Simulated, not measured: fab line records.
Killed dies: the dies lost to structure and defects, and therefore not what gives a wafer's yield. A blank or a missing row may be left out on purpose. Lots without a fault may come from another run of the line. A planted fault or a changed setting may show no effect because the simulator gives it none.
Which tool did it? / flow gf180mcu / Sampling: 6 lots, 18 wafers, 2 of 602 route steps

WHAT EACH GAUGE READ, for each wafer
GF_POLY_GATE_CD_MEAS_10 targets a cd of 280 nm.
lot=L683; measured=day 10 07:01; on=cdSem-02; cdNm (nm)=278.7 278.0 279.0
lot=L685; measured=day 10 18:05; on=cdSem-02; cdNm (nm)=280.2 278.3 279.8
lot=L689; measured=day 11 22:26; on=cdSem-01; cdNm (nm)=279.4 280.1 279.3
lot=L692; measured=day 12 22:54; on=cdSem-02; cdNm (nm)=278.5 279.5 279.4
lot=L697; measured=day 14 09:11; on=cdSem-01; cdNm (nm)=280.9 279.4 280.8
lot=L702; measured=day 15 21:23; on=cdSem-01; cdNm (nm)=279.0 278.3 278.8

WHAT TOOL EACH LOT RAN ON (gives the tool, then ch and the chambers of the sampled wafers, and finally the start)
lot=L683; GF_POLY_GATE_EXPOSE_07=krfScanner-01 ch 0, day 9 21:57
lot=L685; GF_POLY_GATE_EXPOSE_07=krfScanner-01 ch 0, day 10 09:20
lot=L689; GF_POLY_GATE_EXPOSE_07=krfScanner-02 ch 0, day 11 13:11
lot=L692; GF_POLY_GATE_EXPOSE_07=krfScanner-01 ch 0, day 12 12:50
lot=L697; GF_POLY_GATE_EXPOSE_07=krfScanner-02 ch 0, day 13 22:48
lot=L702; GF_POLY_GATE_EXPOSE_07=krfScanner-01 ch 0, day 15 10:51
- GF_POLY_GATE_EXPOSE_07: exposes mask Poly2, target cd 280 nm.

THE ANSWER, worked out from the rows above alone
Rule: usual is defined by the lots themselves. The widest of any qualifying gaps counts: lots, ordered by their means at a reading, are off when they make up no more than a third of the lots, leave a main group of 4 or more, and stand apart from it by 3 or more times the standard deviation of that group's means. A main group whose means are all the same, to the digits that the tables above print for the reading, isn't used. Also off: a lot with no number at a reading for which 4 or more lots have one. Where the step has rows for the other lots, those lots are counted as sound.
None of the lots is off at any reading shown; this tells nothing.

WHAT THE SIMULATOR PUT IN
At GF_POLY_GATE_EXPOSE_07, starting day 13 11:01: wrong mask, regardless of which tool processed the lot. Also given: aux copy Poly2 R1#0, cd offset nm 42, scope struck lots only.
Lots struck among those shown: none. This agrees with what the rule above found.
